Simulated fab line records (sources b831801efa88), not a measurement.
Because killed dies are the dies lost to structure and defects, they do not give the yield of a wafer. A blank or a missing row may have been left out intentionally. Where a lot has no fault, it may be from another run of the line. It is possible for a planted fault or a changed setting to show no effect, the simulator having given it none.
fab line records	flow sky130
record lots=12	wafers=36	last_day=50
route steps=708 shown DNWELL@44 VT_ADJUST_HVTP@93 VT_ADJUST_LVTN@116
lots with no fault: from the same line, run without faults
start_h: hours from the record's first day to the start of the lot's first wafer shown	wait_h: hours elapsed since this lot's preceding step	" same as the row above	L1.1+2: one row covering several wafers at once	- either no value or no given start	* or withheld: withheld	< > ~ a bound
route shown NAME@n: a module of which the file shows steps, and the number in the route of the first	usual: mean/standard deviation taken from wafers without a fault	same: alike in all rows	chamber/n: place in a boat	sites: the reading at each site	_std_site: how widely they spread, as a standard deviation	_edge_site: mean of outer sites minus mean of inner sites	radius_mm: for every site, how far away it sits from the centre of the wafer	mask NAME#n: copy n	behind: the tool/chamber that last shaped the wafer	hold: reason for holding the lot/hours on hold/outcome of the hold	device: whichever transistor did not switch (one of n, p or np)	end of line: tests run on the same wafers once the route is complete	where a step has no rows: the recipe by itself	killed: at the first sort, the dies lost to defects and structure; wafer yield is something else	map: the dies of a wafer, with x for killed, . for not killed, _ for no die there
set.NAME: the setting the step ran with; set.NAME@STEP: the setting that earlier step ran with	model.NAME: the simulator's own value behind a step, which no gauge read
a sample of lots followed through the steps of the route, with each step as a table and each wafer as a row
services: when a tool's chamber went out of use (start_h, in hours from the record's first day, below 0 if earlier), for how many hours, and the reason
## steps
# step SKY_DNWELL_TW_MEAS_09
# usual DNWELL_TW=1109/14
lot.wafer	tool	chamber	start_h	wait_h	DNWELL_TW
L430.4	film_metro-03	-	59.00	0.1	1126
L430.5	"	-	"	"	1124
L430.6	"	-	"	"	1122
L432.2	film_metro-02	-	68.13	0.1	1125
L432.3	"	-	"	"	1123
L432.6	"	-	"	"	1117
L437.1	film_metro-01	-	103.19	0.1	1088
L437.2	"	-	"	"	1091
L437.5	"	-	"	"	1093
L438.1	film_metro-02	-	106.51	0.1	1121
L438.3	"	-	"	"	1124
L438.5	"	-	"	"	1124
L439.3	film_metro-02	-	107.46	0.1	1118
L439.5	"	-	"	"	1118
L439.6	"	-	"	"	1115
L441.1	film_metro-01	-	118.86	0.1	1086
L441.3	"	-	"	"	1089
L441.4	"	-	"	"	1089
L445.3	film_metro-01	-	139.23	0.1	1100
L445.5	"	-	"	"	1106
L445.6	"	-	"	"	1099
L446.2	film_metro-03	-	144.25	0.1	1115
L446.4	"	-	"	"	1114
L446.5	"	-	"	"	1107
L447.4	film_metro-03	-	151.80	0.1	1107
L447.5	"	-	"	"	1115
L447.6	"	-	"	"	1108
L450.1	film_metro-01	-	187.81	0.1	1112
L450.3	"	-	"	"	1114
L450.6	"	-	"	"	1118
L451.1	film_metro-03	-	187.87	0.1	1099
L451.3	"	-	"	"	1098
L451.6	"	-	"	"	1100
L452.1	film_metro-01	-	188.22	0.1	1116
L452.2	"	-	"	"	1116
L452.3	"	-	"	"	1109
# step SKY_VT_ADJUST_HVTP_OVL_MEAS_08
# usual VT_ADJUST_HVTP_OVL=0.5/1.5
lot.wafer	tool	chamber	start_h	wait_h	VT_ADJUST_HVTP_OVL[nm]
L430.4	overlay-01	-	128.05	0.1	-3.1
L430.5	"	-	"	"	-0.9
L430.6	"	-	"	"	-2.5
L432.2	overlay-02	-	138.09	0.1	3.4
L432.3	"	-	"	"	1.9
L432.6	"	-	"	"	2.5
L437.1	overlay-02	-	179.08	0.1	-0.7
L437.2	"	-	"	"	0.2
L437.5	"	-	"	"	1.1
L438.1	overlay-02	-	182.13	0.1	-0.5
L438.3	"	-	"	"	-1.1
L438.5	"	-	"	"	0.4
L439.3	overlay-01	-	183.45	0.1	-0.4
L439.5	"	-	"	"	-0.6
L439.6	"	-	"	"	-0.8
L441.1	overlay-02	-	196.18	0.1	0.8
L441.3	"	-	"	"	0.8
L441.4	"	-	"	"	2.9
L446.2	overlay-01	-	226.69	0.1	2.5
L446.4	"	-	"	"	1.9
L446.5	"	-	"	"	2.2
L445.3	overlay-01	-	228.70	0.1	1.0
L445.5	"	-	"	"	1.5
L445.6	"	-	"	"	0.6
L447.4	overlay-02	-	237.03	0.1	1.4
L447.5	"	-	"	"	0.2
L447.6	"	-	"	"	1.9
L450.1	overlay-02	-	280.23	0.1	-0.9
L450.3	"	-	"	"	-0.7
L450.6	"	-	"	"	0.5
L451.1	overlay-01	-	280.46	0.1	-3.9
L451.3	"	-	"	"	-1.2
L451.6	"	-	"	"	-2.0
L452.1	overlay-02	-	280.58	0.1	0.7
L452.2	"	-	"	"	0.9
L452.3	"	-	"	"	0.9
# step SKY_VT_ADJUST_LVTN_IMPLANT_19
# recipe species=B	energy_kev=30	dose_cm2=6.5e+11	tilt_deg=withheld
# usual dose_ions_cm2=6.498e+11/7.1e+08	faraday_current_uA=3.67/0.072
lot.wafer	tool	chamber	start_h	wait_h	dose_ions_cm2	faraday_current_uA
L430.4	implanter-04	0	164.97	0.1	6.506e+11	3.62
L430.5	"	0	"	"	6.505e+11	3.66
L430.6	"	0	"	"	6.517e+11	3.61
L432.2	implanter-03	0	175.95	0.0	6.488e+11	3.63
L432.3	"	0	"	"	6.483e+11	3.83
L432.6	"	0	"	"	6.502e+11	3.62
L437.1	implanter-04	0	222.92	0.0	6.502e+11	3.58
L437.2	"	0	"	"	6.505e+11	3.71
L437.5	"	0	"	"	6.494e+11	3.69
L438.1	implanter-04	0	225.87	0.0	6.496e+11	3.67
L438.3	"	0	"	"	6.502e+11	3.66
L438.5	"	0	"	"	6.507e+11	3.64
L439.3	implanter-03	0	226.95	0.1	6.497e+11	3.60
L439.5	"	0	"	"	6.498e+11	3.75
L439.6	"	0	"	"	6.497e+11	3.65
L441.1	implanter-02	0	241.32	0.0	6.502e+11	3.67
L441.3	"	0	"	"	6.501e+11	3.58
L441.4	"	0	"	"	6.503e+11	3.76
L446.2	implanter-03	0	274.75	0.0	8.981e+11	5.17
L446.4	"	0	"	"	8.984e+11	4.97
L446.5	"	0	"	"	8.975e+11	4.95
L445.3	implanter-03	0	276.67	0.1	8.992e+11	4.96
L445.5	"	0	"	"	9.002e+11	5.12
L445.6	"	0	"	"	8.994e+11	5.13
L447.4	implanter-03	0	285.53	0.1	8.99e+11	5.19
L447.5	"	0	"	"	8.99e+11	4.99
L447.6	"	0	"	"	8.994e+11	5.07
L450.1	implanter-02	0	329.65	0.0	6.486e+11	3.71
L450.3	"	0	"	"	6.493e+11	3.60
L450.6	"	0	"	"	6.497e+11	3.69
L451.1	implanter-04	0	330.71	0.0	6.489e+11	3.69
L451.3	"	0	"	"	6.487e+11	3.80
L451.6	"	0	"	"	6.49e+11	3.52
L452.1	implanter-02	0	331.01	0.0	6.5e+11	3.60
L452.2	"	0	"	"	6.493e+11	3.73
L452.3	"	0	"	"	6.498e+11	3.64
# step SKY_VT_ADJUST_LVTN_STRIP_20
# recipe chemistry=O2/N2	power_w=1400	pressure_mtorr=1500	platen_temp_c=withheld	o2_flow_sccm=3000	n2_flow_sccm=300	overash_fraction=0.5
# usual drypump_motor_current_A=5.9/0.37	oes_product_au=0.716/0.0044	strip_time_to_endpoint_s=14.18/0.039
lot.wafer	tool	chamber	start_h	wait_h	drypump_motor_current_A	oes_product_au	rf_hours_counter_h	strip_time_to_endpoint_s
L430.4	plasma_asher-02	0	165.08	0.1	5.8	0.717	-	14.22
L430.5	"	0	"	"	5.8	0.715	-	14.24
L430.6	"	1	"	"	6.1	0.711	-	14.22
L432.2	plasma_asher-04	1	176.07	0.1	5.9	0.717	54	14.20
L432.3	"	0	"	"	5.6	0.725	-	14.22
L432.6	"	0	"	"	5.6	0.713	-	14.16
L437.1	plasma_asher-04	0	223.07	0.1	5.6	0.718	59	14.15
L437.2	"	1	"	"	5.9	0.719	59	14.18
L437.5	"	0	"	"	5.6	0.712	-	14.14
L438.1	plasma_asher-02	1	226.02	0.1	6.1	0.719	59	14.13
L438.3	"	0	"	"	5.9	0.715	-	14.12
L438.5	"	1	"	"	6.1	0.712	-	14.15
L439.3	plasma_asher-02	0	227.08	0.1	5.8	0.714	-	14.19
L439.5	"	0	"	"	5.8	0.714	-	14.17
L439.6	"	1	"	"	6.1	0.720	-	14.10
L441.1	plasma_asher-03	1	241.47	0.1	6.5	0.710	11	14.16
L441.3	"	0	"	"	5.4	0.713	-	14.17
L441.4	"	1	"	"	6.4	0.717	-	14.22
L446.2	plasma_asher-04	1	274.87	0.1	5.9	0.719	64	14.18
L446.4	"	1	"	"	5.9	0.708	-	14.21
L446.5	"	0	"	"	5.6	0.719	-	14.21
L445.3	plasma_asher-02	0	276.81	0.1	5.9	0.716	-	14.23
L445.5	"	1	"	"	6.1	0.715	-	14.21
L445.6	"	0	"	"	5.8	0.713	-	14.29
L447.4	plasma_asher-03	0	285.64	0.1	5.4	0.711	-	14.14
L447.5	"	0	"	"	5.4	0.711	-	14.14
L447.6	"	1	"	"	6.4	0.716	-	14.15
L450.1	plasma_asher-03	0	329.80	0.1	5.4	0.717	19	14.20
L450.3	"	1	"	"	6.4	0.717	-	14.19
L450.6	"	0	"	"	5.4	0.716	-	14.21
L451.1	plasma_asher-02	0	330.86	0.1	5.9	0.715	70	14.16
L451.3	"	1	"	"	6.1	0.712	-	14.21
L451.6	"	1	"	"	6.1	0.715	-	14.21
L452.1	plasma_asher-03	1	331.16	0.1	6.4	0.720	19	14.15
L452.2	"	0	"	"	5.4	0.717	19	14.13
L452.3	"	1	"	"	6.4	0.721	-	14.15
# step SKY_VT_ADJUST_LVTN_TW_MEAS_21
# usual VT_ADJUST_LVTN_2_TW=188.3/0.97
lot.wafer	tool	chamber	start_h	wait_h	VT_ADJUST_LVTN_2_TW
L430.4	film_metro-02	-	165.18	0.1	188.6
L430.5	"	-	"	"	187.7
L430.6	"	-	"	"	188.6
L432.2	film_metro-02	-	176.18	0.1	189.4
L432.3	"	-	"	"	188.2
L432.6	"	-	"	"	187.5
L437.1	film_metro-04	-	223.17	0.1	188.8
L437.2	"	-	"	"	189.0
L437.5	"	-	"	"	188.6
L438.1	film_metro-04	-	226.12	0.1	188.6
L438.3	"	-	"	"	188.8
L438.5	"	-	"	"	188.5
L439.3	film_metro-04	-	227.17	0.1	189.4
L439.5	"	-	"	"	189.0
L439.6	"	-	"	"	188.9
L441.1	film_metro-02	-	241.57	0.1	189.1
L441.3	"	-	"	"	188.1
L441.4	"	-	"	"	188.5
L446.2	film_metro-03	-	274.98	0.1	205.8
L446.4	"	-	"	"	205.1
L446.5	"	-	"	"	205.6
L445.3	film_metro-03	-	276.89	0.1	205.4
L445.5	"	-	"	"	206.4
L445.6	"	-	"	"	206.2
L447.4	film_metro-04	-	285.74	0.1	205.5
L447.5	"	-	"	"	206.5
L447.6	"	-	"	"	207.3
L450.1	film_metro-02	-	329.90	0.1	190.4
L450.3	"	-	"	"	190.6
L450.6	"	-	"	"	189.1
L451.1	film_metro-03	-	330.96	0.1	187.1
L451.3	"	-	"	"	186.6
L451.6	"	-	"	"	186.8
L452.1	film_metro-03	-	331.26	0.1	185.9
L452.2	"	-	"	"	187.9
L452.3	"	-	"	"	187.7
## services
tool	chamber	start_h	hours	kind
implanter-02	-	152.98	4.2	pm
implanter-02	-	165.81	1.4	repair
plasma_asher-03	-	173.69	13.6	repair
implanter-03	-	178.15	7.4	repair
implanter-03	-	192.60	3.0	repair
plasma_asher-04	-	207.58	3.2	repair
implanter-03	-	208.37	4.2	pm
implanter-04	-	259.84	4.4	pm
implanter-04	-	264.27	3.2	pm
plasma_asher-04	-	271.88	2.8	repair
plasma_asher-03	-	278.06	2.0	repair
plasma_asher-03	-	288.80	1.2	repair
plasma_asher-03	-	299.98	2.8	pm
## key
first_sign step=SKY_VT_ADJUST_LVTN_IMPLANT_19	reading=dose_ions_cm2	direction=up	sigmas=99+	usual=*	struck=*
effect step=SKY_VT_ADJUST_LVTN_IMPLANT_19	reading=faraday_current_uA	direction=up	sigmas=19	usual=3.67	struck=5.06
effect step=SKY_VT_ADJUST_LVTN_TW_MEAS_21	reading=VT_ADJUST_LVTN_2_TW	direction=up	sigmas=18	usual=188.3	struck=206.0
met_at SKY_VT_ADJUST_LVTN_IMPLANT_19
struck_lots L445,L446,L447
tester_left_out L445,L446,L447
not_acting_at SKY_DNWELL_TW_MEAS_09,SKY_VT_ADJUST_HVTP_OVL_MEAS_08,SKY_VT_ADJUST_LVTN_STRIP_20
onset_between 226.95 274.75
fault kind=process_parameter_drift	tool=implanter-03	chamber=-	onset_h=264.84	steps=SKY_VT_ADJUST_LVTN_IMPLANT_19	channel=dose_cm2	offset=*	shape=step	end_h=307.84	acts_in=*	stated=*
# tester_left_out: of these lots the tester's yield and bins aren't shown, on N5 and GAA mostly nor the transistor test; their killed dies are dies lost to structure and defects alone, not to doping, threshold or leakage, so they don't give the yield
